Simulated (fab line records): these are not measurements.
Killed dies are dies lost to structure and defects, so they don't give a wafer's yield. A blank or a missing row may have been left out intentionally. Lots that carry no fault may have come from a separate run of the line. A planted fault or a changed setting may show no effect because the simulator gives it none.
Which tool was responsible? | flow sky130 | Sampling: 12 lots, 36 wafers, 4 of 708 route steps

== WHAT EACH GAUGE READ, for each wafer ==
SKY_SD_P_CD_MEAS_07 targets a cd of 380 nm. Usual: 379.4 nm for cdNm, sd 2.5.
lot  | measured     | on       | cdNm (nm)         | flag
L531 | day 25 05:53 | cdSem-01 | 378.7 375.4 377.8 | 
L532 | day 25 08:18 | cdSem-01 | 377.9 376.9 375.7 | 
L533 | day 25 15:10 | cdSem-01 | 383.1 382.0 381.4 | 
L536 | day 27 16:58 | cdSem-02 | 379.1 378.1 381.1 | 
L534 | day 27 20:00 | cdSem-01 | 380.6 381.0 381.2 | 
L535 | day 27 20:43 | cdSem-02 | 380.1 382.3 380.9 | 
L543 | day 29 23:15 | cdSem-01 | 276.7 275.5 276.3 | OFF
L542 | day 30 01:31 | cdSem-02 | 268.0 269.8 269.0 | OFF
L547 | day 30 21:10 | cdSem-02 | 378.1 378.5 378.1 | 
L548 | day 30 23:50 | cdSem-02 | 378.7 382.6 381.6 | 
L549 | day 31 11:05 | cdSem-01 | 376.6 377.8 381.7 | 
L552 | day 32 03:44 | cdSem-02 | 383.3 384.1 383.6 | 

== TOOL THAT RAN EACH LOT (tool first, then ch and the chambers of the sampled wafers, then the start) ==
lot  | SKY_LDD_HVN_STRIP_09                | SKY_SPACER_ETCHBACK_02            | SKY_SD_P_DEVELOP_06
L531 | plasmaAsher-03 ch 0,1, day 20 05:37 | rieDiel-04 ch 0,2,3, day 22 17:40 | lithoTrack-01 ch 0, day 25 05:44
L532 | plasmaAsher-01 ch 0,1, day 20 09:09 | rieDiel-01 ch 0,3, day 22 21:05   | lithoTrack-01 ch 0, day 25 08:10
L533 | plasmaAsher-04 ch 0,1, day 20 16:36 | rieDiel-01 ch 1,3, day 23 04:20   | lithoTrack-02 ch 0, day 25 15:02
L536 | plasmaAsher-03 ch 0,1, day 22 16:22 | rieDiel-02 ch 0,2,3, day 25 06:31 | lithoTrack-03 ch 0, day 27 16:49
L534 | plasmaAsher-04 ch 0,1, day 22 19:04 | rieDiel-01 ch 0,3, day 25 08:53   | lithoTrack-02 ch 0, day 27 19:51
L535 | plasmaAsher-03 ch 0,1, day 22 19:09 | rieDiel-02 ch 2,3, day 25 10:05   | lithoTrack-03 ch 0, day 27 20:34
L543 | plasmaAsher-01 ch 0,1, day 25 01:26 | rieDiel-04 ch 0,3, day 27 13:29   | lithoTrack-03 ch 0, day 29 23:07
L542 | plasmaAsher-01 ch 0,1, day 25 01:51 | rieDiel-04 ch 0,3, day 27 16:04   | lithoTrack-03 ch 0, day 30 01:22
L547 | plasmaAsher-04 ch 0,1, day 25 23:04 | rieDiel-04 ch 1,2, day 28 11:53   | lithoTrack-01 ch 0, day 30 21:01
L548 | plasmaAsher-03 ch 0,1, day 26 03:02 | rieDiel-02 ch 1,2, day 28 15:25   | lithoTrack-01 ch 0, day 30 23:41
L549 | plasmaAsher-01 ch 0,1, day 26 13:09 | rieDiel-04 ch 1,3, day 29 02:20   | lithoTrack-02 ch 0, day 31 10:56
L552 | plasmaAsher-01 ch 0,1, day 27 07:23 | rieDiel-04 ch 0,1,3, day 29 20:31 | lithoTrack-02 ch 0, day 32 03:35
- SKY_LDD_HVN_STRIP_09: strips in O2/N2.
- SKY_SPACER_ETCHBACK_02: etches Si3N4 in CH3F/O2, stops on SiO2, time 46.7 s, target depth 45 nm.
- SKY_SD_P_DEVELOP_06: develop time 60 s.

== WHAT THE TOOLS THEMSELVES READ (means of the sampled wafers that have a number; where no wafer has one, the mark that the record gives instead) ==
SKY_LDD_HVN_STRIP_09. Usual: chamberPressureMTorr 1500.0 mTorr, standard deviation 1.3; drypumpMotorCurrentA 5.9 A, standard deviation 0.41; oesProductAu 0.408 a.u., standard deviation 0.0044; stripTimeToEndpointS 4.140 s, standard deviation 0.013.
lot  | tool           | chamberPressureMTorr (mTorr) | drypumpMotorCurrentA (A) | oesProductAu (a.u.) | stripTimeToEndpointS (s) | flag
L531 | plasmaAsher-03 | 1500.2                       | 6.3                      | 0.405               | 4.150                    | 
L532 | plasmaAsher-01 | 1499.9                       | 5.8                      | 0.408               | 4.139                    | 
L533 | plasmaAsher-04 | 1500.2                       | 5.5                      | 0.409               | 4.146                    | 
L536 | plasmaAsher-03 | 1498.0                       | 6.0                      | 0.410               | 4.137                    | 
L534 | plasmaAsher-04 | 1499.9                       | 5.5                      | 0.410               | 4.129                    | 
L535 | plasmaAsher-03 | 1499.1                       | 6.2                      | 0.409               | 4.150                    | 
L543 | plasmaAsher-01 | 1500.3                       | 5.6                      | 0.410               | 4.132                    | 
L542 | plasmaAsher-01 | 1500.6                       | 5.6                      | 0.405               | 4.138                    | 
L547 | plasmaAsher-04 | 1500.3                       | 5.5                      | 0.407               | 4.143                    | 
L548 | plasmaAsher-03 | 1499.6                       | 6.0                      | 0.405               | 4.145                    | 
L549 | plasmaAsher-01 | 1499.5                       | 5.8                      | 0.402               | 4.141                    | 
L552 | plasmaAsher-01 | 1500.0                       | 5.6                      | 0.413               | 4.156                    | 

SKY_SPACER_ETCHBACK_02. Usual: chamberPressureMTorr 24.997 mTorr, standard deviation 0.027; drypumpMotorCurrentA 5.5 A, standard deviation 0.47; oesProductAu 0.856 a.u., standard deviation 0.007; throttleValvePct 10.563 %, standard deviation 0.0076.
lot  | tool       | chamberPressureMTorr (mTorr) | drypumpMotorCurrentA (A) | oesProductAu (a.u.) | throttleValvePct (%) | flag
L531 | rieDiel-04 | 24.999                       | 5.3                      | 0.866               | 10.557               | 
L532 | rieDiel-01 | 25.002                       | 5.7                      | 0.864               | 10.568               | 
L533 | rieDiel-01 | 25.068                       | 5.5                      | 0.850               | 10.559               | 
L536 | rieDiel-02 | 24.971                       | 6.1                      | 0.857               | 10.563               | 
L534 | rieDiel-01 | 25.000                       | 6.0                      | 0.862               | 10.565               | 
L535 | rieDiel-02 | 24.982                       | 5.9                      | 0.850               | 10.560               | 
L543 | rieDiel-04 | 25.010                       | 5.4                      | 0.858               | 10.569               | 
L542 | rieDiel-04 | 24.972                       | 5.6                      | 0.857               | 10.569               | 
L547 | rieDiel-04 | 25.008                       | 5.0                      | 0.855               | 10.564               | 
L548 | rieDiel-02 | 24.970                       | 5.4                      | 0.847               | 10.565               | 
L549 | rieDiel-04 | 24.993                       | 5.3                      | 0.852               | 10.563               | 
L552 | rieDiel-04 | 25.003                       | 5.4                      | 0.850               | 10.558               | 

== THE ANSWER, worked out from the rows above alone ==
Rule: lot off if the mean of its wafers having a number is beyond 3 standard deviations from the usual mean. Also off: a lot with no number at a reading for which 4 or more lots have one. Any other lot the step has rows for is counted as sound. After the gauges, taken in route order, come the tools' own readings; for these a lot's mean is taken, as printed above. The first step at which some lot is off is used, and at that step the reading that is off furthest; a lot without a number counts as furthest.
Off: L543, L542 (SKY_SD_P_CD_MEAS_07, cdNm).
A tool fits if, at a process step before that reading, it ran every lot that is off, and no sound lot after the first of them. The gauges at SKY_SD_P_CD_MEAS_07 are tried like those tools. One candidate fits, namely lithoTrack-03 at SKY_SD_P_DEVELOP_06. Its last sound lot is L535 (day 27 20:34), its first lot that is off L543 (day 29 23:07): a fault that began between those two fits.

== WHAT WAS PUT IN BY THE SIMULATOR ==
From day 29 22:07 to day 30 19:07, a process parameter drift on lithoTrack-03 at SKY_SD_P_DEVELOP_06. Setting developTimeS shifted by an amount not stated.
Lots struck among those shown: L543, L542. Same finding as the rule above.
